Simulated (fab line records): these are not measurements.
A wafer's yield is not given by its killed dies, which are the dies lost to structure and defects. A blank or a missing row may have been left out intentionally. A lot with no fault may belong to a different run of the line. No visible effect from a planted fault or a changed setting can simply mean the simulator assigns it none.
Problem report, 8D (eight disciplines) form, completed by code -- flow sfq line -- the parts of the form that need people (team, actions taken, sign-off) are left out

1. PROBLEM STATEMENT
I4_OVL at SFQ_I4_OVL_MEAS_928 reads a mean of 93 nm on 12 wafers of 4 lots; wafers without a fault read 4 nm with a standard deviation of 5.2. Measured from the usual mean, that is +17 standard deviations.
Earliest sighting: wafer L498.2 on overlay-02 at day 51 22:54. The record has a number at this step for 48 wafers belonging to 16 lots. Rule for "out", or "out of limits": more than 4 standard deviations from the usual mean. Any other wafer with a number is counted as sound.

2. WHAT IT IS, WHAT IT ISN'T
question,is,is not
which readings at this step,I4_OVL,-
which lots,"L498, L499, L500, L501","L493, L494, L495, L497, L507, L508, L510, L511, L512, L513, L514, L515"
which wafers of those lots,all that have a number,-
read on which gauges,"overlay-01, overlay-02",-
when,from day 51 22:54,"up to then (12 sound wafers); but 24 sound wafers of L507, L508, L510, L511, L512, L513, L514, L515 came after"

3. SUSPECTS, AND WHAT RULES EACH OUT
Counting: any tool at a process step up to the reading is kept as a suspect provided that every lot that is out went through it and no sound lot did after the first of them.
- the gauge at SFQ_I4_OVL_MEAS_928: ruled out. 2 gauges (overlay-01, overlay-02) read the wafers that are out.
- krf scanner-02 at SFQ_TRILAYER_I4_VIA_LITHO_EXPOSE_104 (exposes mask I4, target cd 700 nm): kept. All lots that are out passed through it, beginning with L498 at day 51 21:36, and no sound lot followed; its final sound lot before that point was L497 at day 44 20:22.
Remaining after the count: krf scanner-02 at SFQ_TRILAYER_I4_VIA_LITHO_EXPOSE_104.

4. THE CAUSE (what the simulator had put in)
Scanner matching overlay: krf scanner-02, from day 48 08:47 on, at SFQ_TRILAYER_I4_VIA_LITHO_EXPOSE_104. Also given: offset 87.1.
Only this tool survived the counting.

5. THE EFFECT CHAIN, in route order
Rows list readings where the struck wafers' mean (over those with a number) sits beyond 3 standard deviations from the usual. Only readings for which the record gives a usual standard deviation are gone through. hours: the time from each lot's start at the first step in this table that gives one to its start at this step, as a median over the lots. sigmas: the change in usual standard deviations.
hours,step,reading,usual,on struck wafers,change,sigmas
0,SFQ_I4_OVL_MEAS_928,I4_OVL,4 nm,93,+89,+17

6. HOW IT WOULD HAVE BEEN CAUGHT EARLIER
The first out-of-limits reading at a measuring or inspecting step in this record came at day 51 22:54, 86 hours after the fault's start at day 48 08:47.
No tool reading at SFQ_TRILAYER_I4_VIA_LITHO_EXPOSE_104 that has a usual standard deviation in the record was out on any struck wafer, so an alarm limit of 4 standard deviations on those readings would not have fired.
Among the 4 lots that are out, L499, L500, L501 began SFQ_TRILAYER_I4_VIA_LITHO_EXPOSE_104 on krf scanner-02 after day 51 22:54. A hold on the tool at that time would have spared those 3.
